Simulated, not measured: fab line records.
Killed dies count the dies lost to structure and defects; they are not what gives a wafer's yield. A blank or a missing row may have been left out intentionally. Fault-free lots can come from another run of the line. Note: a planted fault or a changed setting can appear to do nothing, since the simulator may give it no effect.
fab line records	flow sky130
[record] lots = 24	wafers = 72	lastDay = 50
route steps=708 shown CAPM@539 VIA3@586 CAP2M@603 METAL4@630 VIA4@660 METAL5@663
lots that met no fault: from a run of the same line without faults
startH: start of the lot's first displayed wafer, in hours after the record's first day	waitH: hours since the lot's step before	" the same as in the row above	L1.1+2: one row covering several wafers at once	- no value, or no start given	* or withheld: withheld	< > ~ a bound
route shown NAME@n: a module of which the file shows steps, and the number in the route of the first	usual: the fault-free wafers' mean and standard deviation	same: alike in all rows	chamber/n: place in a boat	sites: per-site readings	_std_site: the values' standard deviation	_edge_site: inner sites' mean taken away from outer sites' mean	radiusMm: how far each site lies from the wafer's centre	mask NAME#n: copy n	behind: the most recent tool/chamber to have shaped the wafer	hold: what put the lot on hold/how long, in hours/how the hold closed	device: which transistor (n, p or np) failed to switch	end of line: the same wafers' tests at the end of the route	a step without rows: its recipe alone	killed: dies lost to structure and defects at the first sort, not the wafer's yield	map: dies across one wafer; x = killed, . = not, _ = none there
set.NAME: setting as actually run; set.NAME@STEP: the setting as run at that earlier step	model.NAME: the simulator's own value behind a step, which no gauge read
one table for each step of the route and one row for each wafer, over a sample of lots
services: when a tool's chamber went out of use (startH, in hours from the record's first day, below 0 if earlier), for how many hours, and the reason
[[steps]]
[step SKY_CAPM_SPUTTER_02]
[recipe] material = TiN	targetThkNm = 200	tempC = 300	powerW = 6500	timeS = 166.7	chamberPressurePa = 0.4
[usual] throttleValvePct = 30.3/1
lot.wafer	tool	chamber	startH	waitH	throttleValvePct
L074.2	pvdSputter-03	-	843.35	0.0	30.9
L074.4	"	-	"	"	30.0
L074.5	"	-	"	"	30.9
L075.1	pvdSputter-04	-	855.02	0.1	31.1
L075.2	"	-	"	"	31.6
L075.3	"	-	"	"	28.3
L076.1	pvdSputter-04	-	862.61	0.1	31.1
L076.5	"	-	"	"	31.1
L076.6	"	-	"	"	31.4
L077.1	pvdSputter-01	-	865.30	0.1	30.8
L077.2	"	-	"	"	29.7
L077.5	"	-	"	"	30.0
L078.3	pvdSputter-04	-	882.15	0.0	30.9
L078.5	"	-	"	"	31.6
L078.6	"	-	"	"	31.0
L079.1	pvdSputter-04	-	896.16	0.1	30.7
L079.3	"	-	"	"	28.1
L079.4	"	-	"	"	31.4
L081.2	pvdSputter-03	-	905.61	0.0	29.9
L081.4	"	-	"	"	29.2
L081.5	"	-	"	"	30.1
L080.2	pvdSputter-01	-	907.38	0.0	30.9
L080.3	"	-	"	"	29.3
L080.4	"	-	"	"	30.8
L082.1	pvdSputter-04	-	909.97	0.1	28.3
L082.2	"	-	"	"	31.2
L082.4	"	-	"	"	30.8
L083.2	pvdSputter-04	-	919.72	0.0	30.1
L083.4	"	-	"	"	30.6
L083.6	"	-	"	"	31.8
L085.2	pvdSputter-04	-	950.43	0.0	30.9
L085.3	"	-	"	"	28.3
L085.6	"	-	"	"	30.3
L086.1	pvdSputter-01	-	953.30	0.1	31.1
L086.3	"	-	"	"	31.1
L086.5	"	-	"	"	31.2
L084.4	pvdSputter-01	-	953.93	0.0	29.9
L084.5	"	-	"	"	30.7
L084.6	"	-	"	"	29.1
L087.1	pvdSputter-04	-	954.66	0.1	28.3
L087.2	"	-	"	"	30.3
L087.4	"	-	"	"	28.3
L088.2	pvdSputter-04	-	955.11	0.0	31.1
L088.3	"	-	"	"	28.4
L088.5	"	-	"	"	28.2
L089.1	pvdSputter-01	-	959.13	0.1	31.0
L089.3	"	-	"	"	30.8
L089.6	"	-	"	"	29.2
L090.1	pvdSputter-03	-	962.35	0.1	30.5
L090.2	"	-	"	"	29.4
L090.5	"	-	"	"	30.2
L091.2	pvdSputter-04	-	975.10	0.0	28.3
L091.4	"	-	"	"	31.0
L091.5	"	-	"	"	31.4
L092.3	pvdSputter-04	-	994.46	0.0	31.0
L092.4	"	-	"	"	28.3
L092.5	"	-	"	"	30.8
L093.1	pvdSputter-04	-	997.36	0.1	28.4
L093.4	"	-	"	"	31.1
L093.5	"	-	"	"	30.8
L094.3	pvdSputter-01	-	1000.34	0.0	30.9
L094.4	"	-	"	"	31.0
L094.6	"	-	"	"	30.9
L095.1	pvdSputter-01	-	1005.85	0.1	30.8
L095.2	"	-	"	"	29.0
L095.3	"	-	"	"	31.1
L096.2	pvdSputter-01	-	1011.81	0.0	29.9
L096.3	"	-	"	"	29.4
L096.4	"	-	"	"	31.1
L097.2	pvdSputter-04	-	1012.19	0.0	30.2
L097.5	"	-	"	"	31.3
L097.6	"	-	"	"	30.8
[step SKY_VIA3_OVL_MEAS_13]
[usual] VIA3_OVL = 2/4.9
lot.wafer	tool	chamber	startH	waitH	VIA3_OVL[nm]
L074.2	overlay-02	-	922.73	0.1	8
L074.4	"	-	"	"	12
L074.5	"	-	"	"	9
L075.1	overlay-01	-	934.32	0.1	-3
L075.2	"	-	"	"	-2
L075.3	"	-	"	"	-1
L076.1	overlay-02	-	939.87	0.1	5
L076.5	"	-	"	"	2
L076.6	"	-	"	"	-3
L077.1	overlay-02	-	942.82	0.1	8
L077.2	"	-	"	"	3
L077.5	"	-	"	"	8
L078.3	overlay-02	-	959.08	0.1	-1
L078.5	"	-	"	"	-1
L078.6	"	-	"	"	-3
L079.1	overlay-02	-	971.67	0.1	6
L079.3	"	-	"	"	0
L079.4	"	-	"	"	3
L081.2	overlay-01	-	980.03	0.1	-5
L081.4	"	-	"	"	2
L081.5	"	-	"	"	-3
L080.2	overlay-01	-	982.63	0.1	-8
L080.3	"	-	"	"	-1
L080.4	"	-	"	"	-5
L082.1	overlay-01	-	986.22	0.1	4
L082.2	"	-	"	"	7
L082.4	"	-	"	"	1
L083.2	overlay-01	-	995.03	0.1	-3
L083.4	"	-	"	"	-5
L083.6	"	-	"	"	2
L085.2	overlay-02	-	1022.58	0.1	-6
L085.3	"	-	"	"	-9
L085.6	"	-	"	"	-5
L086.1	overlay-02	-	1025.62	0.1	6
L086.3	"	-	"	"	7
L086.5	"	-	"	"	4
L084.4	overlay-01	-	1026.94	0.1	8
L084.5	"	-	"	"	9
L084.6	"	-	"	"	9
L087.1	overlay-01	-	1028.32	0.1	7
L087.2	"	-	"	"	9
L087.4	"	-	"	"	7
L088.2	overlay-02	-	1028.45	0.1	10
L088.3	"	-	"	"	1
L088.5	"	-	"	"	11
L089.1	overlay-02	-	1030.72	0.1	4
L089.3	"	-	"	"	0
L089.6	"	-	"	"	3
L090.1	overlay-01	-	1035.17	0.1	3
L090.2	"	-	"	"	2
L090.5	"	-	"	"	4
L091.2	overlay-01	-	1045.43	0.1	-2
L091.4	"	-	"	"	-5
L091.5	"	-	"	"	-3
L092.3	overlay-01	-	1064.28	0.1	9
L092.4	"	-	"	"	2
L092.5	"	-	"	"	10
L093.1	overlay-02	-	1066.87	0.1	7
L093.4	"	-	"	"	10
L093.5	"	-	"	"	5
L094.3	overlay-01	-	1069.63	0.1	4
L094.4	"	-	"	"	0
L094.6	"	-	"	"	-1
L095.1	overlay-02	-	1073.72	0.1	2
L095.2	"	-	"	"	1
L095.3	"	-	"	"	4
L096.2	overlay-02	-	1080.13	0.1	-8
L096.3	"	-	"	"	-9
L096.4	"	-	"	"	-5
L097.2	overlay-01	-	1080.55	0.1	0
L097.5	"	-	"	"	1
L097.6	"	-	"	"	-3
[step SKY_CAP2M_CVD_00]
[recipe] material = SiO2	targetThkNm = 15.5	tempC = 400	timeS = withheld	rfW = 450
[usual] heaterPowerW = 715/80
lot.wafer	tool	chamber	startH	waitH	heaterPowerW
L074.2	pecvd-02	0	924.29	0.0	765
L074.4	"	0	"	"	781
L074.5	"	1	"	"	794
L075.1	pecvd-03	1	935.91	0.0	665
L075.2	"	0	"	"	668
L075.3	"	2	"	"	650
L076.1	pecvd-03	1	941.42	0.0	655
L076.5	"	1	"	"	653
L076.6	"	0	"	"	772
L077.1	pecvd-02	1	944.38	0.0	901
L077.2	"	2	"	"	630
L077.5	"	2	"	"	638
L078.3	pecvd-02	0	960.65	0.0	643
L078.5	"	2	"	"	672
L078.6	"	0	"	"	646
L079.1	pecvd-01	1	973.24	0.0	709
L079.3	"	2	"	"	790
L079.4	"	1	"	"	714
L081.2	pecvd-03	0	981.60	0.0	748
L081.4	"	0	"	"	730
L081.5	"	2	"	"	720
L080.2	pecvd-01	1	984.21	0.0	688
L080.3	"	2	"	"	841
L080.4	"	0	"	"	644
L082.1	pecvd-03	1	987.86	0.0	669
L082.2	"	2	"	"	609
L082.4	"	0	"	"	756
L083.2	pecvd-02	2	996.62	0.0	683
L083.4	"	2	"	"	673
L083.6	"	1	"	"	762
L085.2	pecvd-01	0	1024.13	0.0	659
L085.3	"	2	"	"	896
L085.6	"	2	"	"	897
L086.1	pecvd-02	0	1027.29	0.0	718
L086.3	"	2	"	"	704
L086.5	"	2	"	"	674
L084.4	pecvd-01	1	1028.57	0.0	708
L084.5	"	0	"	"	675
L084.6	"	2	"	"	862
L087.1	pecvd-03	1	1029.89	0.0	611
L087.2	"	2	"	"	696
L087.4	"	2	"	"	707
L088.2	pecvd-01	2	1030.34	0.0	879
L088.3	"	1	"	"	645
L088.5	"	0	"	"	684
L089.1	pecvd-02	1	1032.31	0.0	746
L089.3	"	2	"	"	697
L089.6	"	2	"	"	673
L090.1	pecvd-03	0	1036.78	0.0	702
L090.2	"	2	"	"	636
L090.5	"	2	"	"	625
L091.2	pecvd-02	0	1047.32	0.0	753
L091.4	"	1	"	"	766
L091.5	"	0	"	"	772
L092.3	pecvd-01	1	1065.86	0.0	684
L092.4	"	2	"	"	917
L092.5	"	0	"	"	770
L093.1	pecvd-02	2	1068.42	0.0	608
L093.4	"	2	"	"	596
L093.5	"	0	"	"	795
L094.3	pecvd-03	0	1071.17	0.0	640
L094.4	"	1	"	"	658
L094.6	"	2	"	"	725
L095.1	pecvd-01	0	1075.27	0.0	748
L095.2	"	1	"	"	612
L095.3	"	2	"	"	904
L096.2	pecvd-03	1	1081.67	0.0	596
L096.3	"	0	"	"	665
L096.4	"	1	"	"	610
L097.2	pecvd-02	1	1082.09	0.0	717
L097.5	"	0	"	"	667
L097.6	"	2	"	"	687
[step SKY_METAL4_OVL_MEAS_14]
[usual] METAL4_OVL = 0/5
lot.wafer	tool	chamber	startH	waitH	METAL4_OVL[nm]
L074.2	overlay-02	-	973.69	0.1	-5
L074.4	"	-	"	"	0
L074.5	"	-	"	"	-2
L075.1	overlay-01	-	984.37	0.1	-6
L075.2	"	-	"	"	-2
L075.3	"	-	"	"	-9
L076.1	overlay-01	-	989.93	0.1	1
L076.5	"	-	"	"	2
L076.6	"	-	"	"	-4
L077.1	overlay-02	-	993.13	0.1	0
L077.2	"	-	"	"	-1
L077.5	"	-	"	"	3
L078.3	overlay-02	-	1007.28	0.1	-7
L078.5	"	-	"	"	-9
L078.6	"	-	"	"	-9
L079.1	overlay-01	-	1019.72	0.1	0
L079.3	"	-	"	"	-2
L079.4	"	-	"	"	1
L081.2	overlay-01	-	1028.08	0.1	-1
L081.4	"	-	"	"	-4
L081.5	"	-	"	"	-13
L080.2	overlay-01	-	1031.04	0.1	-2
L080.3	"	-	"	"	4
L080.4	"	-	"	"	-1
L082.1	overlay-01	-	1034.18	0.1	-7
L082.2	"	-	"	"	0
L082.4	"	-	"	"	2
L083.2	overlay-02	-	1043.79	0.1	3
L083.4	"	-	"	"	-3
L083.6	"	-	"	"	5
L085.2	overlay-02	-	1069.28	0.1	2
L085.3	"	-	"	"	4
L085.6	"	-	"	"	4
L086.1	overlay-01	-	1072.17	0.1	-8
L086.3	"	-	"	"	2
L086.5	"	-	"	"	-3
L084.4	overlay-01	-	1072.69	0.1	3
L084.5	"	-	"	"	1
L084.6	"	-	"	"	-5
L087.1	overlay-01	-	1073.37	0.1	4
L087.2	"	-	"	"	10
L087.4	"	-	"	"	2
L088.2	overlay-02	-	1074.13	0.1	-4
L088.3	"	-	"	"	-4
L088.5	"	-	"	"	1
L089.1	overlay-02	-	1075.78	0.1	4
L089.3	"	-	"	"	8
L089.6	"	-	"	"	17
L090.1	overlay-02	-	1080.43	0.1	5
L090.2	"	-	"	"	4
L090.5	"	-	"	"	2
L091.2	overlay-02	-	1095.93	0.1	1
L091.4	"	-	"	"	10
L091.5	"	-	"	"	-1
L092.3	overlay-02	-	1106.73	0.1	2
L092.4	"	-	"	"	7
L092.5	"	-	"	"	4
L093.1	overlay-01	-	1109.38	0.1	-2
L093.4	"	-	"	"	1
L093.5	"	-	"	"	-4
L094.3	overlay-02	-	1111.48	0.1	-4
L094.4	"	-	"	"	0
L094.6	"	-	"	"	0
L095.1	overlay-01	-	1116.22	0.1	0
L095.2	"	-	"	"	5
L095.3	"	-	"	"	-4
L096.2	overlay-02	-	1122.33	0.1	-5
L096.3	"	-	"	"	4
L096.4	"	-	"	"	2
L097.2	overlay-02	-	1123.09	0.1	9
L097.5	"	-	"	"	1
L097.6	"	-	"	"	-2
[step SKY_VIA4_CMP_21]
[recipe] stopOn = SiO2	tOverpolishS = 25	downForcePsi = 3.5	platenRpm = 60	targetThkNm = 0	padVelocityMS = 0.94248
[usual] headPressurePsi = 3.500/0.0072	motorCurrentA = 11.1/1.1	overpolishRunS = 25.001/0.0089	timeToEndpointS = 122.4/2.9
lot.wafer	tool	chamber	startH	waitH	headPressurePsi	motorCurrentA	overpolishRunS	timeToEndpointS
L074.4	cmp-02	1	999.74	0.1	3.499	10.7	25.002	121.2
L074.2	"	2	"	"	3.504	10.9	24.995	119.2
L074.5	"	3	"	"	3.507	12.3	24.987	121.5
L075.3	cmp-01	3	1010.89	0.2	3.490	12.0	25.009	120.9
L075.1	"	1	"	"	3.490	10.9	24.987	121.2
L075.2	"	2	"	"	3.505	12.9	24.998	119.6
L076.1	cmp-01	0	1015.59	0.4	3.490	10.1	24.993	117.9
L076.5	"	3	"	"	3.498	11.9	25.008	117.5
L076.6	"	0	"	"	3.483	10.2	25.004	120.1
L077.2	cmp-01	2	1018.78	0.2	3.502	12.7	24.996	117.3
L077.1	"	3	"	"	3.499	11.4	24.993	117.7
L077.5	"	1	"	"	3.508	11.0	25.014	122.8
L078.3	cmp-01	3	1033.19	0.2	3.501	11.9	24.980	122.9
L078.6	"	0	"	"	3.513	10.3	24.992	127.4
L078.5	"	1	"	"	3.501	10.8	24.998	126.2
L079.3	cmp-01	3	1045.15	0.0	3.501	11.8	24.992	125.7
L079.4	"	0	"	"	3.507	10.7	25.005	127.4
L079.1	"	2	"	"	3.507	12.1	25.007	125.1
L081.2	cmp-02	0	1052.99	0.0	3.498	9.1	24.986	125.8
L081.4	"	3	"	"	3.501	12.2	25.001	121.3
L081.5	"	1	"	"	3.502	11.0	24.998	124.3
L080.4	cmp-02	2	1054.95	0.1	3.492	11.0	25.013	123.2
L080.3	"	3	"	"	3.500	12.0	24.994	126.5
L080.2	"	0	"	"	3.501	9.0	24.999	124.1
L082.4	cmp-01	3	1058.80	0.0	3.499	11.7	24.995	121.0
L082.2	"	1	"	"	3.520	11.0	24.994	122.3
L082.1	"	2	"	"	3.496	12.8	24.985	120.2
L083.2	cmp-01	2	1078.68	0.0	3.488	12.5	24.998	121.8
L083.4	"	1	"	"	3.496	10.8	24.997	128.7
L083.6	"	3	"	"	3.499	11.7	25.003	122.5
L085.2	cmp-01	2	1092.84	0.1	3.500	12.5	24.999	122.8
L085.3	"	0	"	"	3.490	10.3	25.001	124.1
L085.6	"	2	"	"	3.498	13.0	25.005	122.2
L086.1	cmp-02	1	1095.32	0.1	3.490	11.1	25.017	124.8
L086.3	"	2	"	"	3.512	11.9	25.019	122.6
L086.5	"	0	"	"	3.496	9.2	25.001	122.7
L084.4	cmp-02	0	1096.35	0.1	3.507	9.1	25.003	116.6
L084.5	"	2	"	"	3.491	10.9	25.010	118.5
L084.6	"	3	"	"	3.489	12.3	25.008	122.3
L087.4	cmp-01	2	1097.39	0.0	3.486	12.3	25.011	120.2
L087.1	"	0	"	"	3.510	10.0	25.005	125.1
L087.2	"	1	"	"	3.491	11.1	25.003	121.1
L088.3	cmp-02	2	1097.43	0.0	3.507	10.6	25.000	119.6
L088.2	"	0	"	"	3.497	9.1	24.993	125.2
L088.5	"	2	"	"	3.495	10.9	24.997	120.3
L089.3	cmp-02	0	1100.24	0.5	3.499	9.4	24.993	123.9
L089.1	"	3	"	"	3.504	11.5	24.991	126.2
L089.6	"	0	"	"	3.502	9.4	24.998	121.0
L090.1	cmp-02	0	1103.64	0.3	3.501	8.9	25.007	126.6
L090.2	"	1	"	"	3.496	10.7	24.987	126.4
L090.5	"	2	"	"	3.510	11.4	25.003	120.0
L091.4	cmp-01	2	1119.00	0.1	3.504	12.7	25.005	120.4
L091.2	"	1	"	"	3.500	11.1	25.011	123.2
L091.5	"	2	"	"	3.502	12.7	25.015	121.6
L092.4	cmp-02	3	1128.86	0.0	3.495	12.7	24.983	119.3
L092.3	"	0	"	"	3.505	9.0	24.999	122.5
L092.5	"	0	"	"	3.502	9.1	25.004	124.6
L093.1	cmp-01	0	1132.63	0.2	3.499	10.1	25.010	127.1
L093.4	"	2	"	"	3.499	13.2	25.019	118.5
L093.5	"	0	"	"	3.500	10.2	25.008	124.6
L094.3	cmp-01	0	1134.01	0.1	3.499	10.3	25.006	124.7
L094.4	"	1	"	"	3.518	10.4	25.000	119.0
L094.6	"	3	"	"	3.512	11.5	25.019	121.5
L095.2	cmp-01	1	1138.15	0.0	3.507	10.5	24.994	124.8
L095.1	"	3	"	"	3.500	11.7	25.004	122.6
L095.3	"	0	"	"	3.497	10.4	25.009	124.1
L096.4	cmp-02	3	1144.73	0.0	3.494	12.5	25.001	121.2
L096.2	"	1	"	"	3.500	10.1	24.995	123.8
L096.3	"	2	"	"	3.499	11.1	25.007	121.6
L097.2	cmp-01	0	1145.05	0.2	3.503	9.8	24.991	126.2
L097.6	"	2	"	"	3.497	12.5	25.009	123.8
L097.5	"	3	"	"	3.506	12.5	25.019	122.1
[step SKY_METAL5_SPUTTER_02]
[recipe] material = AlCu	targetThkNm = 1150	powerW = 10600	timeS = 61.2	chamberPressurePa = 0.4
[usual] throttleValvePct = 30.4/0.83
lot.wafer	tool	chamber	startH	waitH	throttleValvePct
L074.2	pvdSputter-04	-	999.99	0.0	31.6
L074.4	"	-	"	"	30.4
L074.5	"	-	"	"	30.5
L075.1	pvdSputter-04	-	1011.24	0.0	28.3
L075.2	"	-	"	"	31.3
L075.3	"	-	"	"	30.3
L076.1	pvdSputter-01	-	1015.89	0.0	31.1
L076.5	"	-	"	"	30.0
L076.6	"	-	"	"	31.2
L077.1	pvdSputter-01	-	1019.08	0.0	30.0
L077.2	"	-	"	"	29.0
L077.5	"	-	"	"	31.0
L078.3	pvdSputter-01	-	1033.40	0.0	31.1
L078.5	"	-	"	"	30.9
L078.6	"	-	"	"	29.9
L079.1	pvdSputter-04	-	1045.50	0.0	31.2
L079.3	"	-	"	"	30.9
L079.4	"	-	"	"	28.4
L081.2	pvdSputter-02	-	1053.34	0.0	30.7
L081.4	"	-	"	"	30.7
L081.5	"	-	"	"	30.9
L080.2	pvdSputter-02	-	1055.27	0.0	29.3
L080.3	"	-	"	"	30.9
L080.4	"	-	"	"	31.0
L082.1	pvdSputter-02	-	1059.15	0.0	29.6
L082.2	"	-	"	"	30.9
L082.4	"	-	"	"	29.7
L083.2	pvdSputter-02	-	1079.02	0.0	30.7
L083.4	"	-	"	"	31.3
L083.6	"	-	"	"	29.7
L085.2	pvdSputter-01	-	1093.14	0.0	29.3
L085.3	"	-	"	"	31.2
L085.6	"	-	"	"	29.9
L086.1	pvdSputter-01	-	1095.62	0.0	31.2
L086.3	"	-	"	"	31.1
L086.5	"	-	"	"	29.3
L084.4	pvdSputter-04	-	1096.59	0.0	28.1
L084.5	"	-	"	"	31.3
L084.6	"	-	"	"	30.8
L087.1	pvdSputter-01	-	1097.73	0.0	30.7
L087.2	"	-	"	"	29.9
L087.4	"	-	"	"	29.3
L088.2	pvdSputter-02	-	1097.78	0.0	30.8
L088.3	"	-	"	"	30.7
L088.5	"	-	"	"	31.0
L089.1	pvdSputter-02	-	1100.59	0.0	29.7
L089.3	"	-	"	"	30.5
L089.6	"	-	"	"	31.2
L090.1	pvdSputter-04	-	1103.89	0.0	28.1
L090.2	"	-	"	"	31.0
L090.5	"	-	"	"	31.0
L091.2	pvdSputter-02	-	1119.34	0.0	31.0
L091.4	"	-	"	"	30.7
L091.5	"	-	"	"	30.9
L092.3	pvdSputter-01	-	1129.21	0.0	29.1
L092.4	"	-	"	"	29.4
L092.5	"	-	"	"	31.1
L093.1	pvdSputter-04	-	1132.97	0.0	31.4
L093.4	"	-	"	"	30.4
L093.5	"	-	"	"	31.5
L094.3	pvdSputter-01	-	1134.25	0.0	29.3
L094.4	"	-	"	"	30.0
L094.6	"	-	"	"	29.5
L095.1	pvdSputter-02	-	1138.50	0.0	30.7
L095.2	"	-	"	"	31.4
L095.3	"	-	"	"	30.8
L096.2	pvdSputter-02	-	1145.08	0.0	29.9
L096.3	"	-	"	"	30.7
L096.4	"	-	"	"	30.9
L097.2	pvdSputter-01	-	1145.30	0.0	31.2
L097.5	"	-	"	"	31.1
L097.6	"	-	"	"	29.3
[[services]]
tool	chamber	startH	hours	kind
pvdSputter-04	-	839.25	4.5	repair
pvdSputter-02	-	848.07	10.6	repair
pecvd-03	-	853.61	1.1	repair
pecvd-02	-	874.72	4.3	pm
pvdSputter-01	-	883.18	0.5	repair
cmp-01	-	884.93	12.3	pm
cmp-02	-	902.09	2.6	repair
cmp-02	-	912.00	4.0	pm
pecvd-02	-	913.26	0.6	repair
pvdSputter-02	-	919.41	1.2	repair
cmp-01	-	942.26	0.4	repair
pvdSputter-01	-	943.94	2.7	repair
pecvd-02	-	978.03	0.9	repair
pvdSputter-01	-	978.24	5.9	repair
cmp-01	-	995.22	0.8	repair
cmp-02	-	1015.25	3.9	pm
pvdSputter-01	-	1053.19	4.2	repair
cmp-01	-	1084.27	4.0	pm
cmp-01	-	1099.28	2.9	repair
cmp-02	-	1115.26	3.8	repair
cmp-01	-	1121.14	1.3	repair
cmp-01	-	1125.24	4.0	pm
cmp-02	-	1131.32	11.3	pm
pvdSputter-01	-	1138.86	4.1	repair
[[key]]
fault none
